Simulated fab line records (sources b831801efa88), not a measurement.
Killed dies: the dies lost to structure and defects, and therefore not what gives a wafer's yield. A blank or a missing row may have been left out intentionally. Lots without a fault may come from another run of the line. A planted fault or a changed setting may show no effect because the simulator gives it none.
Which of the tools did it? -- flow sky130 -- 6 lots, 18 wafers sampled, at 4 steps of a route of 708

== WHAT THE GAUGES SHOWED, per wafer ==
SKY_VT_ADJUST_NCORE_TW_MEAS_11.
lot,measured,on,VT_ADJUST_NCORE_TW
L376,day 8 20:41,film metro-03,219.8 219.9 221.6
L381,day 10 08:58,film metro-01,220.4 219.8 218.9
L385,day 11 12:32,film metro-01,231.2 230.8 230.5
L394,day 14 16:02,film metro-04,220.7 219.2 218.4
L396,day 15 01:38,film metro-01,221.3 222.6 221.4
L397,day 15 07:19,film metro-04,218.3 219.0 220.4

== WHICH TOOL RAN EACH LOT (tool, then ch and the chambers of the sampled wafers, then the start) ==
lot,SKY_VT_ADJUST_HVTP_STRIP_10,SKY_VT_ADJUST_LVTN_STRIP_20,SKY_VT_ADJUST_NCORE_IMPLANT_09
L376,"plasma asher-02 ch 0,1, day 6 08:05","plasma asher-03 ch 0,1, day 7 22:53","implanter-04 ch 0, day 8 20:27"
L381,"plasma asher-04 ch 0,1, day 7 15:16","plasma asher-01 ch 0,1, day 9 10:04","implanter-02 ch 0, day 10 08:44"
L385,"plasma asher-04 ch 0,1, day 8 16:09","plasma asher-03 ch 0,1, day 10 12:43","implanter-02 ch 0, day 11 12:17"
L394,"plasma asher-02 ch 0,1, day 11 11:27","plasma asher-04 ch 0,1, day 13 12:59","implanter-01 ch 0, day 14 15:47"
L396,"plasma asher-04 ch 0,1, day 11 22:05","plasma asher-03 ch 0,1, day 13 23:10","implanter-04 ch 0, day 15 01:23"
L397,"plasma asher-02 ch 0,1, day 12 02:18","plasma asher-03 ch 0,1, day 14 04:46","implanter-02 ch 0, day 15 07:04"
- SKY_VT_ADJUST_HVTP_STRIP_10: strips in O2/N2.
- SKY_VT_ADJUST_LVTN_STRIP_20: strips in O2/N2.
- SKY_VT_ADJUST_NCORE_IMPLANT_09

== THE ANSWER, worked out from the rows above alone ==
Rule: what is usual is taken from the lots themselves. The widest of any qualifying gaps counts: lots, ordered by their means at a reading, are off when they make up no more than a third of the lots, leave a main group of 4 or more, and stand apart from it by 3 or more times the standard deviation of that group's means. A main group is skipped when, at the precision printed for the reading in the tables above, its means are all equal. A lot without any number at a reading at which 4 lots or more have one is off too. Where the step has rows for the other lots, those lots are counted as sound.
Off: L385, at SKY_VT_ADJUST_NCORE_TW_MEAS_11 (VT_ADJUST_NCORE_TW). The main group: mean 220.1, standard deviation 0.92.
A tool fits if, at a process step before that reading, it ran every lot that is off, and no sound lot after the first of them. Gauges at SKY_VT_ADJUST_NCORE_TW_MEAS_11: tried the same way as those tools. No candidate that was tried fits.

== WHAT THE SIMULATOR HAD PUT IN ==
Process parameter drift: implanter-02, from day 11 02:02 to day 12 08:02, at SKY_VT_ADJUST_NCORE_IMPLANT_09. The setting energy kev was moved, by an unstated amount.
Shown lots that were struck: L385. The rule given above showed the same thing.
